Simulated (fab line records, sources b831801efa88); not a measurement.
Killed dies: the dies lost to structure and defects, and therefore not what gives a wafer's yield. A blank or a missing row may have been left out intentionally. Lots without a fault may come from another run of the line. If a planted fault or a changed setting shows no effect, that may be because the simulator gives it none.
Comparing a struck lot with a sound one | flow gf180mcu | 14 steps out of a route of 602
Sound: these wafers, L950.1, L950.3, L950.4. Struck: wafer L955.2 (left out: L955.4, L955.5 of the same lot, which were not struck); the cause appears at the end.
For every step that has rows: the tool of each side, followed by ch and its chambers, followed by its first start. Under that, the readings that differ: sound wafers | struck wafers | difference of the means | sigmas: that difference in standard deviations of wafers without a fault.
alike: a reading whose means differ by less than 2 such deviations, as well as words and numbers matching on both sides. not compared: withheld readings; readings where some wafer has no value; bounds like >300 that might hide an equal value; numbers whose values overlap and for which the record gives no deviation.
A row with sigmas, a row that says differs or no value, or rows on one side alone: a step with any of these is where the two part. Numbers that have no deviation but don't overlap get no sigmas and don't part them. A reading that every wafer of one side lacks parts them only if that side has two wafers or more.

GF_V4_CD_MEAS_14: the cd target is 260 nm.
  sound on cdSem-02 at day 24 10:27; struck on cdSem-01 at day 26 02:16
  alike: cdNm
GF_V4_OVL_MEAS_15:
  sound on overlay-02 at day 24 10:34; struck on overlay-02 at day 26 02:22
  alike: V4_OVL
then, 1 step without rows for these wafers: GF_V4_ETCH_16 (etches BARC in N2/H2).
GF_V4_ETCH_17: etches SiO2 in C4F8/O2/Ar, stops on TiN, target depth 630 nm.
  sound: rieDiel-01 ch 0,1,2; struck: rieDiel-02 ch 2
reading             | sound             | struck | difference | sigmas
oesProductAu (a.u.) | 0.849 0.852 0.852 | 0.861  | +0.010     | +2
  alike: rfFwdPowerW
GF_V4_STRIP_18: strips in O2/N2.
  sound on plasmaAsher-02 ch 0,1, day 24 10:44; struck on plasmaAsher-02 ch 1, day 26 02:32
  alike: drypumpMotorCurrentA, heaterPowerW, oesProductAu
  not compared: rfHoursCounterH
then, 3 steps without rows for these wafers: GF_V4_STRIP_19 (strips in post etch residue remover, time 1200 s); GF_V4_CLEAN_20 (cleans in DIW); GF_V4_SPUTTER_21 (material Ti, target thk 15 nm, time 80.02 s).
GF_V4_SPUTTER_22: material TiN, target thk 10 nm, time 40 s.
  sound on pvdSputter-01 at day 24 11:20; struck on pvdSputter-04 at day 26 03:10
  alike: throttleValvePct
GF_V4_CVD_23: deposits W, target thk 350 nm, time 104.9 s.
  sound on cvdW-01 ch 0,1, day 24 11:22; struck on cvdW-01 ch 1, day 26 03:12
  alike: heaterPowerOuterW, heaterPowerW
  not compared: sinceWetCleanH
GF_V4_RS_MEAS_24: measurement is done with a four-point probe.
  sound on filmMetro-04 at day 24 11:29; struck on filmMetro-01 at day 26 03:20
  alike: V4_W_RS
GF_V4_THK_MEAS_25: measures by xrf.
  sound on filmMetro-04 at day 24 11:36; struck on filmMetro-01 at day 26 03:27
  alike: V4_W_THK
GF_V4_CMP_26: polishes, stops on SiO2, t overpolish 15 s, target thk 0 nm.
  sound on cmp-02 ch 0,1,3, day 24 11:40; struck on cmp-02 ch 0, day 26 03:33
reading             | sound                | struck | difference | sigmas
overpolishRunS (s)  | 14.982 15.006 14.990 | 0.045  | -14.948    | -99 or more
timeToEndpointS (s) | 76.7 79.8 79.1       | 127.4  | +48.9      | +18
  alike: motorCurrentA, platenRpm
GF_MIM_SPUTTER_00: material Ti, target thk 37.5 nm, time 150 s.
  the record has rows for the sound wafers here (pvdSputter-02, day 24 11:58) and none for the struck ones

WHERE THEY PART
Last at GF_MIM_SPUTTER_00 as far as this record goes, first at GF_V4_ETCH_17.

WHY: the cause the simulator had injected
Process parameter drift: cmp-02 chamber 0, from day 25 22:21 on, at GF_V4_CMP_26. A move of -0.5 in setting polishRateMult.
